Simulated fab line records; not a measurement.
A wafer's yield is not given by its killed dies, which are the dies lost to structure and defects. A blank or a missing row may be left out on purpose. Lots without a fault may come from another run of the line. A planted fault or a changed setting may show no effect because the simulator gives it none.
fab line records | flow gf180mcu
[record] lots = 5 wafers = 15 last-day = 34
route steps=602 shown MVSD@73 MVPSD@78 VT_IMPLANT@90
lots that met no fault: taken from a fault-free run of the same line
start-h: the number of hours between the record's first day and the start of the first shown wafer of the lot | wait-h: how many hours have passed since the lot's step before this one | " identical to the entry in the row above | L1.1+2: a row that stands for several wafers | - no value, or no start was given | * or withheld: withheld | < > ~ a bound
route shown NAME@n: a module of which the file shows steps, and the number in the route of the first | usual: mean and standard deviation over wafers with no fault | same: alike in all rows | chamber/n: place in a boat | sites: the reading at each site | _std_site: standard deviation across them | _edge_site: the outer-site mean with the inner-site mean subtracted | radius-mm: for every site, how far away it sits from the centre of the wafer | mask NAME#n: copy n | behind: the last tool/chamber to shape the wafer | hold: what put the lot on hold/how long, in hours/how the hold closed | device: transistor that didn't switch, given as n, p or np | end of line: the tests these same wafers got at the end of their route | a step given without rows: its recipe and nothing more | killed: dies that structure and defects cost at the first sort, which is not the same as the wafer's yield | map: dies across one wafer; x = killed, . = not, _ = none there
set.NAME: the run value of the setting; set.NAME@STEP: its run value at that earlier step | model.NAME: the simulator's own value behind a step, which no gauge read
certain route steps with their lots: each step a table, each wafer a row
services: the hour from which a tool's chamber was out of use, counted from the record's first day as start-h (under 0 if before that day), plus the number of hours and why
[[steps]]
[step GF_MVSD_OVL_MEAS_07]
[usual] MVSD_OVL = 1.3/1.7
// columns lot.wafer tool chamber start-h wait-h MVSD_OVL[nm]
L079.1 overlay-02 - 109.46 - 0.4
L079.2 " - " " 2.5
L079.5 " - " " 2.5
L085.1 overlay-01 - 145.85 - -3.0
L085.4 " - " " -0.6
L085.5 " - " " -2.2
L089.2 overlay-01 - 168.76 - 3.7
L089.4 " - " " 2.7
L089.5 " - " " 2.4
L096.2 overlay-02 - 209.36 - 1.6
L096.3 " - " " 0.2
L096.5 " - " " -1.3
L097.1 overlay-02 - 214.41 - 3.0
L097.2 " - " " -0.4
L097.3 " - " " 1.4
[step GF_MVSD_IMPLANT_08]
[recipe] species = P energy-kev = 400 dose-cm2 = 1.6e+13 tilt-deg = 0
// columns lot.wafer tool chamber start-h wait-h
L079.1+2+5 implanter-04 0 109.50 0.0
L085.1+4+5 implanter-01 0 145.89 0.0
L089.2+4+5 implanter-01 0 168.81 0.0
L096.2+3+5 implanter-02 0 209.41 0.0
L097.1+2+3 implanter-04 0 214.44 0.0
[step GF_MVSD_IMPLANT_09]
[recipe] species = P energy-kev = 100 dose-cm2 = 5e+12 tilt-deg = 0
// columns lot.wafer tool chamber start-h wait-h
L079.1+2+5 implanter-04 0 109.65 0.1
L085.1+4+5 implanter-01 0 146.04 0.1
L089.2+4+5 implanter-01 0 168.96 0.1
L096.2+3+5 implanter-02 0 209.56 0.1
L097.1+2+3 implanter-04 0 214.59 0.1
[step GF_MVSD_STRIP_10]
[recipe] chemistry = O2/N2 power-w = 1400 pressure-mtorr = 1500 platen-temp-c = 250 o2-flow-sccm = 3000 n2-flow-sccm = 300 overash-fraction = 0.5
[usual] drypump-motor-current-A = 5.9/0.41 heater-power-w = 327/33 n2-flow-sccm = 300.2/0.76 oes-product-au = 0.723/0.0042 strip-time-to-endpoint-s = 36.98/0.1
// columns lot.wafer tool chamber start-h wait-h drypump-motor-current-A heater-power-w n2-flow-sccm oes-product-au rf-hours-counter-h strip-time-to-endpoint-s
L079.1 plasma-asher-03 1 109.80 0.1 5.9 339 299.9 0.721 42 37.08
L079.2 " 0 " " 6.5 317 299.2 0.727 42 37.06
L079.5 " 1 " " 5.9 334 300.5 0.720 - 36.96
L085.1 plasma-asher-04 0 146.19 0.1 5.5 364 301.9 0.719 34 37.07
L085.4 " 0 " " 5.6 360 302.0 0.727 - 37.11
L085.5 " 0 " " 5.5 354 300.7 0.724 - 36.92
L089.2 plasma-asher-02 0 169.09 0.1 5.4 292 299.5 0.723 6 37.02
L089.4 " 0 " " 5.4 291 300.6 0.727 - 36.94
L089.5 " 1 " " 5.9 380 299.4 0.725 - 37.01
L096.2 plasma-asher-04 0 209.69 0.1 5.5 362 300.5 0.725 39 36.95
L096.3 " 0 " " 5.5 360 300.6 0.722 - 37.00
L096.5 " 1 " " 5.4 281 302.2 0.721 - 37.08
L097.1 plasma-asher-03 1 214.74 0.1 5.9 334 300.5 0.725 53 37.06
L097.2 " 0 " " 6.5 315 300.1 0.719 53 36.99
L097.3 " 1 " " 5.9 334 299.5 0.727 - 37.09
[step GF_MVSD_TW_MEAS_11]
[usual] MVSD_TW = 1587/8.9
// columns lot.wafer tool chamber start-h wait-h MVSD_TW
L079.1 film-metro-03 - 109.95 0.1 1584
L079.2 " - " " 1584
L079.5 " - " " 1587
L085.1 film-metro-03 - 146.29 0.1 1577
L085.4 " - " " 1568
L085.5 " - " " 1580
L089.2 film-metro-03 - 169.20 0.1 1589
L089.4 " - " " 1596
L089.5 " - " " 1582
L096.2 film-metro-02 - 209.80 0.1 1597
L096.3 " - " " 1589
L096.5 " - " " 1589
L097.1 film-metro-03 - 214.84 0.1 1578
L097.2 " - " " 1580
L097.3 " - " " 1582
[step GF_MVPSD_DEHYDRATE_00]
[recipe] temp-c = 200 time-s = 60
[usual] chill-plate-temp-C = 22.98/0.11
// columns lot.wafer tool chamber start-h wait-h chill-plate-temp-C
L079.1 litho-track-04 0 116.21 6.2 22.90
L079.2 " 0 " " 23.12
L079.5 " 0 " " 22.93
L085.1 litho-track-04 0 153.71 7.4 22.96
L085.4 " 0 " " 22.84
L085.5 " 0 " " 22.99
L089.2 litho-track-01 0 177.08 7.9 23.24
L089.4 " 0 " " 23.13
L089.5 " 0 " " 22.99
L096.2 litho-track-02 0 217.63 7.8 22.95
L096.3 " 0 " " 23.00
L096.5 " 0 " " 23.02
L097.1 litho-track-04 0 223.16 8.3 22.88
L097.2 " 0 " " 23.03
L097.3 " 0 " " 22.86
[step GF_MVPSD_HMDS_01]
[recipe] prime-time-s = 60 prime-temp-c = 120
[usual] chill-plate-temp-C = 22.99/0.11
// columns lot.wafer tool chamber start-h wait-h chill-plate-temp-C
L079.1 litho-track-04 0 116.36 0.1 23.04
L079.2 " 0 " " 22.93
L079.5 " 0 " " 22.99
L085.1 litho-track-04 0 153.86 0.1 23.00
L085.4 " 0 " " 22.92
L085.5 " 0 " " 22.83
L089.2 litho-track-01 0 177.23 0.1 22.90
L089.4 " 0 " " 23.18
L089.5 " 0 " " 23.02
L096.2 litho-track-02 0 217.78 0.1 23.11
L096.3 " 0 " " 23.24
L096.5 " 0 " " 23.18
L097.1 litho-track-04 0 223.31 0.1 23.03
L097.2 " 0 " " 23.04
L097.3 " 0 " " 23.02
[step GF_MVPSD_COAT_02]
[recipe] spin-rpm = 2000 resist-thk-nm = 3000
[usual] chill-plate-temp-C = 23.00/0.11
// columns lot.wafer tool chamber start-h wait-h chill-plate-temp-C
L079.1 litho-track-04 0 116.51 0.1 22.78
L079.2 " 0 " " 23.01
L079.5 " 0 " " 22.91
L085.1 litho-track-04 0 154.01 0.1 22.96
L085.4 " 0 " " 22.99
L085.5 " 0 " " 22.94
L089.2 litho-track-01 0 177.38 0.1 22.97
L089.4 " 0 " " 22.84
L089.5 " 0 " " 22.97
L096.2 litho-track-02 0 217.93 0.1 22.99
L096.3 " 0 " " 23.00
L096.5 " 0 " " 22.98
L097.1 litho-track-04 0 223.46 0.1 23.22
L097.2 " 0 " " 23.17
L097.3 " 0 " " 23.09
[step GF_MVPSD_SOFTBAKE_03]
[recipe] temp-c = 110 time-s = withheld
[usual] chill-plate-temp-C = 23.01/0.12
// columns lot.wafer tool chamber start-h wait-h chill-plate-temp-C
L079.1 litho-track-04 0 116.66 0.1 22.99
L079.2 " 0 " " 23.01
L079.5 " 0 " " 23.00
L085.1 litho-track-04 0 154.16 0.1 22.87
L085.4 " 0 " " 23.09
L085.5 " 0 " " 23.04
L089.2 litho-track-01 0 177.53 0.1 23.08
L089.4 " 0 " " 23.10
L089.5 " 0 " " 23.21
L096.2 litho-track-02 0 218.09 0.1 23.06
L096.3 " 0 " " 22.94
L096.5 " 0 " " 22.89
L097.1 litho-track-04 0 223.61 0.1 22.79
L097.2 " 0 " " 22.88
L097.3 " 0 " " 22.78
[step GF_MVPSD_EXPOSE_04]
[recipe] mask-id = MVPSD target-cd-nm = 1000 na = 0.6 source-shape = conventional sigma-outer = 0.6 dose-mj = 260
// columns lot.wafer tool chamber start-h wait-h mask
L079.1+2+5 iline-stepper-01 0 - - MVPSD#0
L085.1+4+5 iline-stepper-02 0 - - MVPSD#0
L089.2+4+5 iline-stepper-01 0 - - MVPSD#0
L096.2+3+5 iline-stepper-02 0 - - MVPSD#0
L097.1+2+3 iline-stepper-01 0 - - MVPSD#0
[step GF_MVPSD_PEB_05]
[recipe] temp-c = 115 time-s = withheld
[usual] chill-plate-temp-C = 23.00/0.1
// columns lot.wafer tool chamber start-h wait-h chill-plate-temp-C
L079.1 litho-track-04 0 - - 22.89
L079.2 " 0 " " 22.91
L079.5 " 0 " " 22.79
L085.1 litho-track-02 0 - - 23.19
L085.4 " 0 " " 23.23
L085.5 " 0 " " 23.01
L089.2 litho-track-02 0 - - 22.97
L089.4 " 0 " " 22.97
L089.5 " 0 " " 23.07
L096.2 litho-track-01 0 - - 22.97
L096.3 " 0 " " 23.04
L096.5 " 0 " " 23.16
L097.1 litho-track-04 0 - - 23.10
L097.2 " 0 " " 23.19
L097.3 " 0 " " 23.08
[step GF_MVPSD_DEVELOP_06]
[recipe] wall-angle-deg = 90 develop-time-s = 60 dev-temp-c = 23
[usual] chill-plate-temp-C = 22.99/0.11
// columns lot.wafer tool chamber start-h wait-h chill-plate-temp-C
L079.1 litho-track-04 0 - - 23.05
L079.2 " 0 " " 22.95
L079.5 " 0 " " 23.07
L085.1 litho-track-02 0 - - 23.09
L085.4 " 0 " " 23.06
L085.5 " 0 " " 22.94
L089.2 litho-track-02 0 - - 23.04
L089.4 " 0 " " 23.00
L089.5 " 0 " " 22.97
L096.2 litho-track-01 0 - - 22.82
L096.3 " 0 " " 23.12
L096.5 " 0 " " 22.88
L097.1 litho-track-04 0 - - 22.93
L097.2 " 0 " " 22.86
L097.3 " 0 " " 22.76
[step GF_MVPSD_OVL_MEAS_07]
[usual] MVPSD_OVL = -0.3/1.3
// columns lot.wafer tool chamber start-h wait-h MVPSD_OVL[nm]
L079.1 overlay-01 - 124.11 - -0.8
L079.2 " - " " 0.5
L079.5 " - " " 0.9
L085.1 overlay-01 - 162.10 - -0.4
L085.4 " - " " -1.5
L085.5 " - " " -0.5
L089.2 overlay-01 - 185.71 - -2.0
L089.4 " - " " -1.2
L089.5 " - " " 0.5
L096.2 overlay-02 - 227.11 - 0.5
L096.3 " - " " 0.9
L096.5 " - " " 0.7
L097.1 overlay-01 - 232.31 - -0.4
L097.2 " - " " -0.9
L097.3 " - " " 0.3
[step GF_MVPSD_IMPLANT_08]
[recipe] species = B energy-kev = 170 dose-cm2 = 1.5e+13 tilt-deg = 0
// columns lot.wafer tool chamber start-h wait-h
L079.1+2+5 implanter-04 0 124.14 0.0
L085.1+4+5 implanter-01 0 162.14 0.0
L089.2+4+5 implanter-01 0 185.76 0.0
L096.2+3+5 implanter-03 0 227.16 0.0
L097.1+2+3 implanter-04 0 232.34 0.0
[step GF_MVPSD_IMPLANT_09]
[recipe] species = B energy-kev = 40 dose-cm2 = 5e+12 tilt-deg = 0
// columns lot.wafer tool chamber start-h wait-h
L079.1+2+5 implanter-04 0 124.29 0.1
L085.1+4+5 implanter-01 0 162.29 0.1
L089.2+4+5 implanter-01 0 185.91 0.1
L096.2+3+5 implanter-03 0 227.31 0.1
L097.1+2+3 implanter-04 0 232.49 0.1
[step GF_MVPSD_STRIP_10]
[recipe] chemistry = O2/N2 power-w = 1400 pressure-mtorr = 1500 platen-temp-c = 250 o2-flow-sccm = 3000 n2-flow-sccm = 300 overash-fraction = 0.5
[usual] drypump-motor-current-A = 6.0/0.4 heater-power-w = 331/24 n2-flow-sccm = 299.8/0.9 oes-product-au = 0.722/0.0043 strip-time-to-endpoint-s = 36.99/0.095
// columns lot.wafer tool chamber start-h wait-h drypump-motor-current-A heater-power-w n2-flow-sccm oes-product-au rf-hours-counter-h strip-time-to-endpoint-s
L079.1 plasma-asher-01 1 124.44 0.1 5.5 311 300.1 0.723 49 37.11
L079.2 " 0 " " 6.3 374 299.4 0.724 49 37.06
L079.5 " 0 " " 6.3 364 301.1 0.726 - 36.99
L085.1 plasma-asher-03 0 162.44 0.1 6.5 319 298.0 0.720 48 36.90
L085.4 " 1 " " 5.9 332 299.3 0.725 - 36.86
L085.5 " 1 " " 5.9 339 299.8 0.723 - 36.91
L089.2 plasma-asher-03 1 186.04 0.1 5.9 333 299.5 0.714 50 36.91
L089.4 " 1 " " 5.9 341 299.0 0.728 - 36.88
L089.5 " 1 " " 5.9 335 298.0 0.727 - 37.01
L096.2 plasma-asher-03 0 227.44 0.1 6.5 308 300.0 0.725 54 37.05
L096.3 " 1 " " 5.9 335 300.6 0.717 - 36.99
L096.5 " 1 " " 5.9 323 300.0 0.724 - 36.97
L097.1 plasma-asher-03 1 232.64 0.1 5.9 330 300.8 0.725 55 36.93
L097.2 " 0 " " 6.5 317 300.2 0.719 55 36.89
L097.3 " 0 " " 6.5 313 299.0 0.719 - 37.08
[step GF_MVPSD_TW_MEAS_11]
[usual] MVPSD_TW = 556/3.2
// columns lot.wafer tool chamber start-h wait-h MVPSD_TW
L079.1 film-metro-02 - 124.54 0.1 557
L079.2 " - " " 558
L079.5 " - " " 554
L085.1 film-metro-02 - 162.54 0.1 560
L085.4 " - " " 556
L085.5 " - " " 559
L089.2 film-metro-04 - 186.15 0.1 556
L089.4 " - " " 557
L089.5 " - " " 558
L096.2 film-metro-03 - 227.55 0.1 557
L096.3 " - " " 555
L096.5 " - " " 558
L097.1 film-metro-03 - 232.74 0.1 552
L097.2 " - " " 555
L097.3 " - " " 552
[step GF_VT_IMPLANT_DEHYDRATE_00]
[recipe] temp-c = 200 time-s = 60
[usual] chill-plate-temp-C = 23.01/0.1
// columns lot.wafer tool chamber start-h wait-h chill-plate-temp-C
L079.1 litho-track-03 0 130.95 6.4 23.06
L079.2 " 0 " " 23.07
L079.5 " 0 " " 23.09
L085.1 litho-track-03 0 170.40 7.9 23.05
L085.4 " 0 " " 22.94
L085.5 " 0 " " 23.03
L089.2 litho-track-03 0 193.68 7.5 23.21
L089.4 " 0 " " 23.05
L089.5 " 0 " " 23.23
L096.2 litho-track-02 0 235.83 8.3 22.96
L096.3 " 0 " " 22.89
L096.5 " 0 " " 23.01
L097.1 litho-track-02 0 240.95 8.2 23.08
L097.2 " 0 " " 22.87
L097.3 " 0 " " 23.05
[step GF_VT_IMPLANT_HMDS_01]
[recipe] prime-time-s = 60 prime-temp-c = 120
[usual] chill-plate-temp-C = 22.98/0.11
// columns lot.wafer tool chamber start-h wait-h chill-plate-temp-C
L079.1 litho-track-03 0 131.10 0.1 22.87
L079.2 " 0 " " 23.01
L079.5 " 0 " " 23.08
L085.1 litho-track-03 0 170.55 0.1 22.90
L085.4 " 0 " " 22.88
L085.5 " 0 " " 22.87
L089.2 litho-track-03 0 193.83 0.1 22.97
L089.4 " 0 " " 23.03
L089.5 " 0 " " 22.86
L096.2 litho-track-02 0 235.98 0.1 23.21
L096.3 " 0 " " 22.98
L096.5 " 0 " " 23.10
L097.1 litho-track-02 0 241.10 0.1 23.04
L097.2 " 0 " " 23.09
L097.3 " 0 " " 22.96
[step GF_VT_IMPLANT_COAT_02]
[recipe] resist = NOVOLAK spin-rpm = 3000 resist-thk-nm = 1000
[usual] chill-plate-temp-C = 23.01/0.093
// columns lot.wafer tool chamber start-h wait-h chill-plate-temp-C
L079.1 litho-track-03 0 131.25 0.1 23.10
L079.2 " 0 " " 23.02
L079.5 " 0 " " 23.13
L085.1 litho-track-03 0 170.70 0.1 22.94
L085.4 " 0 " " 23.09
L085.5 " 0 " " 23.15
L089.2 litho-track-03 0 193.98 0.1 23.00
L089.4 " 0 " " 23.10
L089.5 " 0 " " 22.92
L096.2 litho-track-02 0 236.13 0.1 23.06
L096.3 " 0 " " 23.07
L096.5 " 0 " " 22.98
L097.1 litho-track-02 0 241.25 0.1 23.03
L097.2 " 0 " " 23.06
L097.3 " 0 " " 23.02
[step GF_VT_IMPLANT_SOFTBAKE_03]
[recipe] temp-c = 90 time-s = 60 resist = NOVOLAK
[usual] chill-plate-temp-C = 23.01/0.1
// columns lot.wafer tool chamber start-h wait-h chill-plate-temp-C
L079.1 litho-track-03 0 131.40 0.1 22.88
L079.2 " 0 " " 23.03
L079.5 " 0 " " 23.04
L085.1 litho-track-03 0 170.85 0.1 22.88
L085.4 " 0 " " 22.85
L085.5 " 0 " " 22.88
L089.2 litho-track-03 0 194.13 0.1 23.03
L089.4 " 0 " " 23.02
L089.5 " 0 " " 22.94
L096.2 litho-track-02 0 236.28 0.1 23.11
L096.3 " 0 " " 23.16
L096.5 " 0 " " 23.03
L097.1 litho-track-02 0 241.40 0.1 22.98
L097.2 " 0 " " 22.88
L097.3 " 0 " " 23.12
[step GF_VT_IMPLANT_EXPOSE_04]
[recipe] mask-id = LVPWELL_LV_AREA target-cd-nm = 600 na = 0.6 source-shape = conventional sigma-outer = 0.6 dose-mj = 140
// columns lot.wafer tool chamber start-h wait-h mask
L079.1+2+5 iline-stepper-02 0 - - LVPWELL_LV_AREA#0
L085.1+4+5 iline-stepper-02 0 - - LVPWELL_LV_AREA#0
L089.2+4+5 iline-stepper-02 0 - - LVPWELL_LV_AREA#0
L096.2+3+5 iline-stepper-01 0 - - LVPWELL_LV_AREA#0
L097.1+2+3 iline-stepper-02 0 - - LVPWELL_LV_AREA#0
[step GF_VT_IMPLANT_PEB_05]
[recipe] temp-c = withheld time-s = * resist = NOVOLAK
[usual] chill-plate-temp-C = *
// columns lot.wafer tool chamber start-h wait-h chill-plate-temp-C
L079.1 litho-track-03 0 - - *
L079.2 " 0 " " *
L079.5 " 0 " " *
L085.1 litho-track-02 0 - - *
L085.4 " 0 " " *
L085.5 " 0 " " *
L089.2 litho-track-03 0 - - *
L089.4 " 0 " " *
L089.5 " 0 " " *
L096.2 litho-track-03 0 - - *
L096.3 " 0 " " *
L096.5 " 0 " " *
L097.1 litho-track-01 0 - - *
L097.2 " 0 " " *
L097.3 " 0 " " *
[step GF_VT_IMPLANT_DEVELOP_06]
[recipe] develop-time-s = 60 dev-temp-c = 23
[usual] chill-plate-temp-C = 22.98/0.095
// columns lot.wafer tool chamber start-h wait-h chill-plate-temp-C
L079.1 litho-track-03 0 138.90 0.1 23.04
L079.2 " 0 " " 23.03
L079.5 " 0 " " 22.85
L085.1 litho-track-02 0 179.40 0.1 23.00
L085.4 " 0 " " 23.04
L085.5 " 0 " " 22.88
L089.2 litho-track-03 0 202.28 0.1 23.03
L089.4 " 0 " " 23.04
L089.5 " 0 " " 23.11
L096.2 litho-track-03 0 245.23 0.1 22.96
L096.3 " 0 " " 22.95
L096.5 " 0 " " 22.89
L097.1 litho-track-01 0 251.05 0.1 22.98
L097.2 " 0 " " 23.02
L097.3 " 0 " " 22.81
[step GF_VT_IMPLANT_OVL_MEAS_07]
[usual] VT_IMPLANT_OVL = 0.2/1.1
// columns lot.wafer tool chamber start-h wait-h VT_IMPLANT_OVL[nm]
L079.1 overlay-01 - 139.05 0.1 0.7
L079.2 " - " " -0.8
L079.5 " - " " -0.4
L085.1 overlay-02 - 179.55 0.1 -1.7
L085.4 " - " " -0.7
L085.5 " - " " 2.2
L089.2 overlay-01 - 202.41 0.1 -0.7
L089.4 " - " " -0.1
L089.5 " - " " 1.1
L096.2 overlay-02 - 245.36 0.1 2.3
L096.3 " - " " 1.7
L096.5 " - " " 2.7
L097.1 overlay-02 - 251.20 0.1 -0.1
L097.2 " - " " -0.1
L097.3 " - " " 1.8
[step GF_VT_IMPLANT_IMPLANT_08]
[recipe] species = BF2 energy-kev = 20 dose-cm2 = 8.29e+12 tilt-deg = 7
// columns lot.wafer tool chamber start-h wait-h
L079.1+2+5 implanter-03 0 139.09 0.0
L085.1+4+5 implanter-01 0 179.59 0.0
L089.2+4+5 implanter-01 0 202.46 0.0
L096.2+3+5 implanter-02 0 245.41 0.0
L097.1+2+3 implanter-03 0 251.24 0.0
[step GF_VT_IMPLANT_STRIP_09]
[recipe] chemistry = O2/N2 power-w = 1400 pressure-mtorr = 1500 platen-temp-c = 250 o2-flow-sccm = 3000 n2-flow-sccm = 300 overash-fraction = 0.5
[usual] drypump-motor-current-A = 5.7/0.33 heater-power-w = 337/39 n2-flow-sccm = 299.9/0.88 oes-product-au = 0.716/0.0045 strip-time-to-endpoint-s = 12.64/0.031
// columns lot.wafer tool chamber start-h wait-h drypump-motor-current-A heater-power-w n2-flow-sccm oes-product-au rf-hours-counter-h strip-time-to-endpoint-s
L079.1 plasma-asher-02 1 139.24 0.1 5.9 386 298.3 0.710 2 12.64
L079.2 " 0 " " 5.4 298 300.2 0.706 2 12.62
L079.5 " 1 " " 5.9 377 300.2 0.721 - 12.60
L085.1 plasma-asher-01 0 179.74 0.1 6.3 369 300.7 0.713 55 12.62
L085.4 " 0 " " 6.3 369 299.4 0.720 - 12.67
L085.5 " 0 " " 6.3 366 300.0 0.713 - 12.66
L089.2 plasma-asher-01 0 202.59 0.1 6.3 360 300.8 0.715 58 12.62
L089.4 " 0 " " 6.4 367 300.0 0.709 - 12.69
L089.5 " 0 " " 6.3 369 300.5 0.720 - 12.65
L096.2 plasma-asher-02 1 245.54 0.1 5.8 385 299.7 0.714 14 12.66
L096.3 " 0 " " 5.4 302 301.4 0.718 - 12.64
L096.5 " 0 " " 5.4 299 299.7 0.723 - 12.62
L097.1 plasma-asher-01 1 251.39 0.1 5.5 322 299.4 0.716 63 12.69
L097.2 " 0 " " 6.3 369 299.5 0.714 63 12.65
L097.3 " 1 " " 5.5 303 298.8 0.713 - 12.64
[step GF_VT_IMPLANT_TW_MEAS_10]
[usual] VT_IMPLANT_TW = 565/3.8
// columns lot.wafer tool chamber start-h wait-h VT_IMPLANT_TW
L079.1 film-metro-02 - 139.34 0.1 569
L079.2 " - " " 568
L079.5 " - " " 569
L085.1 film-metro-02 - 179.84 0.1 569
L085.4 " - " " 567
L085.5 " - " " 570
L089.2 film-metro-01 - 202.70 0.1 561
L089.4 " - " " 562
L089.5 " - " " 560
L096.2 film-metro-03 - 245.65 0.1 563
L096.3 " - " " 564
L096.5 " - " " 562
L097.1 film-metro-01 - 251.49 0.1 564
L097.2 " - " " 562
L097.3 " - " " 562
[step GF_VT_IMPLANT_DEHYDRATE_11]
[recipe] temp-c = 200 time-s = 60
[usual] chill-plate-temp-C = 23.01/0.09
// columns lot.wafer tool chamber start-h wait-h chill-plate-temp-C
L079.1 litho-track-02 0 146.50 7.2 23.08
L079.2 " 0 " " 23.06
L079.5 " 0 " " 22.92
L085.1 litho-track-01 0 186.85 7.0 22.92
L085.4 " 0 " " 23.07
L085.5 " 0 " " 22.98
L089.2 litho-track-03 0 210.68 8.0 23.17
L089.4 " 0 " " 23.12
L089.5 " 0 " " 23.15
L096.2 litho-track-03 0 254.63 9.0 23.09
L096.3 " 0 " " 23.01
L096.5 " 0 " " 23.03
L097.1 litho-track-01 0 259.75 8.3 22.83
L097.2 " 0 " " 23.06
L097.3 " 0 " " 22.96
[step GF_VT_IMPLANT_HMDS_12]
[recipe] prime-time-s = 60 prime-temp-c = 120
[usual] chill-plate-temp-C = 23.02/0.11
// columns lot.wafer tool chamber start-h wait-h chill-plate-temp-C
L079.1 litho-track-02 0 146.65 0.1 22.85
L079.2 " 0 " " 22.99
L079.5 " 0 " " 23.00
L085.1 litho-track-01 0 187.00 0.1 22.97
L085.4 " 0 " " 22.92
L085.5 " 0 " " 22.89
L089.2 litho-track-03 0 210.83 0.1 22.95
L089.4 " 0 " " 22.82
L089.5 " 0 " " 22.91
L096.2 litho-track-03 0 254.78 0.1 23.10
L096.3 " 0 " " 23.03
L096.5 " 0 " " 23.02
L097.1 litho-track-01 0 259.90 0.1 23.02
L097.2 " 0 " " 22.93
L097.3 " 0 " " 23.10
[step GF_VT_IMPLANT_COAT_13]
[recipe] resist = NOVOLAK spin-rpm = 3000 resist-thk-nm = 1000
[usual] chill-plate-temp-C = 23.00/0.11
// columns lot.wafer tool chamber start-h wait-h chill-plate-temp-C
L079.1 litho-track-02 0 146.80 0.1 22.84
L079.2 " 0 " " 23.11
L079.5 " 0 " " 22.97
L085.1 litho-track-01 0 187.15 0.1 22.92
L085.4 " 0 " " 23.07
L085.5 " 0 " " 22.98
L089.2 litho-track-03 0 210.98 0.1 22.98
L089.4 " 0 " " 22.98
L089.5 " 0 " " 22.93
L096.2 litho-track-03 0 254.93 0.1 22.95
L096.3 " 0 " " 22.99
L096.5 " 0 " " 22.99
L097.1 litho-track-01 0 260.05 0.1 22.87
L097.2 " 0 " " 22.98
L097.3 " 0 " " 22.89
[step GF_VT_IMPLANT_SOFTBAKE_14]
[recipe] temp-c = 90 time-s = 60 resist = NOVOLAK
[usual] chill-plate-temp-C = 23.02/0.1
// columns lot.wafer tool chamber start-h wait-h chill-plate-temp-C
L079.1 litho-track-02 0 146.95 0.1 23.13
L079.2 " 0 " " 23.18
L079.5 " 0 " " 23.10
L085.1 litho-track-01 0 187.30 0.1 23.01
L085.4 " 0 " " 22.94
L085.5 " 0 " " 22.94
L089.2 litho-track-03 0 211.13 0.1 22.91
L089.4 " 0 " " 23.00
L089.5 " 0 " " 22.93
L096.2 litho-track-03 0 255.08 0.1 22.98
L096.3 " 0 " " 23.07
L096.5 " 0 " " 22.98
L097.1 litho-track-01 0 260.20 0.1 23.15
L097.2 " 0 " " 23.17
L097.3 " 0 " " 23.04
[step GF_VT_IMPLANT_EXPOSE_15]
[recipe] mask-id = Nwell_LV_AREA target-cd-nm = 860 na = 0.6 source-shape = conventional sigma-outer = 0.6 dose-mj = 140
// columns lot.wafer tool chamber start-h wait-h mask
L079.1+2+5 iline-stepper-02 0 - - Nwell_LV_AREA#0
L085.1+4+5 iline-stepper-01 0 - - Nwell_LV_AREA#0
L089.2+4+5 iline-stepper-01 0 - - Nwell_LV_AREA#0
L096.2+3+5 iline-stepper-02 0 - - Nwell_LV_AREA#0
L097.1+2+3 iline-stepper-02 0 - - Nwell_LV_AREA#0
[step GF_VT_IMPLANT_PEB_16]
[recipe] temp-c = withheld time-s = * resist = NOVOLAK
[usual] chill-plate-temp-C = *
// columns lot.wafer tool chamber start-h wait-h chill-plate-temp-C
L079.1 litho-track-03 0 - - *
L079.2 " 0 " " *
L079.5 " 0 " " *
L085.1 litho-track-03 0 - - *
L085.4 " 0 " " *
L085.5 " 0 " " *
L089.2 litho-track-02 0 - - *
L089.4 " 0 " " *
L089.5 " 0 " " *
L096.2 litho-track-02 0 - - *
L096.3 " 0 " " *
L096.5 " 0 " " *
L097.1 litho-track-02 0 - - *
L097.2 " 0 " " *
L097.3 " 0 " " *
[step GF_VT_IMPLANT_DEVELOP_17]
[recipe] develop-time-s = 60 dev-temp-c = 23
[usual] chill-plate-temp-C = 23.02/0.12
// columns lot.wafer tool chamber start-h wait-h chill-plate-temp-C
L079.1 litho-track-03 0 154.80 0.1 22.96
L079.2 " 0 " " 22.92
L079.5 " 0 " " 22.91
L085.1 litho-track-03 0 195.80 0.1 23.04
L085.4 " 0 " " 23.10
L085.5 " 0 " " 23.04
L089.2 litho-track-02 0 219.68 0.1 23.16
L089.4 " 0 " " 23.24
L089.5 " 0 " " 23.15
L096.2 litho-track-02 0 264.18 0.1 23.18
L096.3 " 0 " " 23.12
L096.5 " 0 " " 23.08
L097.1 litho-track-02 0 269.85 0.1 23.06
L097.2 " 0 " " 23.08
L097.3 " 0 " " 23.19
[step GF_VT_IMPLANT_OVL_MEAS_18]
[usual] VT_IMPLANT_01_OVL = 0.5/1.2
// columns lot.wafer tool chamber start-h wait-h VT_IMPLANT_01_OVL[nm]
L079.1 overlay-01 - 154.95 0.1 -0.5
L079.2 " - " " -0.9
L079.5 " - " " -0.3
L085.1 overlay-01 - 195.95 0.1 1.7
L085.4 " - " " -0.3
L085.5 " - " " 0.8
L089.2 overlay-02 - 219.81 0.1 1.8
L089.4 " - " " 1.4
L089.5 " - " " 1.5
L096.2 overlay-02 - 264.31 0.1 3.0
L096.3 " - " " 1.5
L096.5 " - " " 0.0
L097.1 overlay-02 - 270.00 0.1 -0.8
L097.2 " - " " 1.3
L097.3 " - " " -0.2
[step GF_VT_IMPLANT_IMPLANT_19]
[recipe] species = As energy-kev = 100 dose-cm2 = 4.35e+12 tilt-deg = 7
// columns lot.wafer tool chamber start-h wait-h
L079.1+2+5 implanter-03 0 154.99 0.0
L085.1+4+5 implanter-01 0 195.99 0.0
L089.2+4+5 implanter-01 0 219.86 0.0
L096.2+3+5 implanter-01 0 264.36 0.0
L097.1+2+3 implanter-01 0 270.04 0.0
[[services]]
// columns tool chamber start-h hours kind
implanter-02 - 87.87 12.6 pm
plasma-asher-02 - 94.01 2.8 pm
iline-stepper-02 - 94.78 4.1 repair
implanter-03 - 98.85 1.4 repair
implanter-03 - 104.32 3.5 pm
plasma-asher-02 - 108.75 9.0 pm
plasma-asher-02 - 132.42 1.6 repair
implanter-01 - 136.74 0.6 repair
iline-stepper-02 0 137.32 - calibration
implanter-01 - 138.30 3.3 pm
implanter-01 - 153.99 2.8 repair
plasma-asher-04 - 155.94 11.5 repair
implanter-02 - 165.60 38.7 repair
iline-stepper-01 - 174.05 0.5 repair
iline-stepper-02 - 176.06 - consumable-replace:lamp
plasma-asher-03 - 179.89 1.4 repair
plasma-asher-04 - 197.43 1.0 repair
implanter-04 - 217.10 4.3 repair
plasma-asher-04 - 234.67 5.8 pm
iline-stepper-01 - 239.96 2.1 pm
implanter-02 - 246.29 2.4 repair
implanter-02 - 250.39 2.6 pm
plasma-asher-02 - 254.23 2.9 repair
iline-stepper-01 - 260.83 1.7 pm
[[key]]
fault none
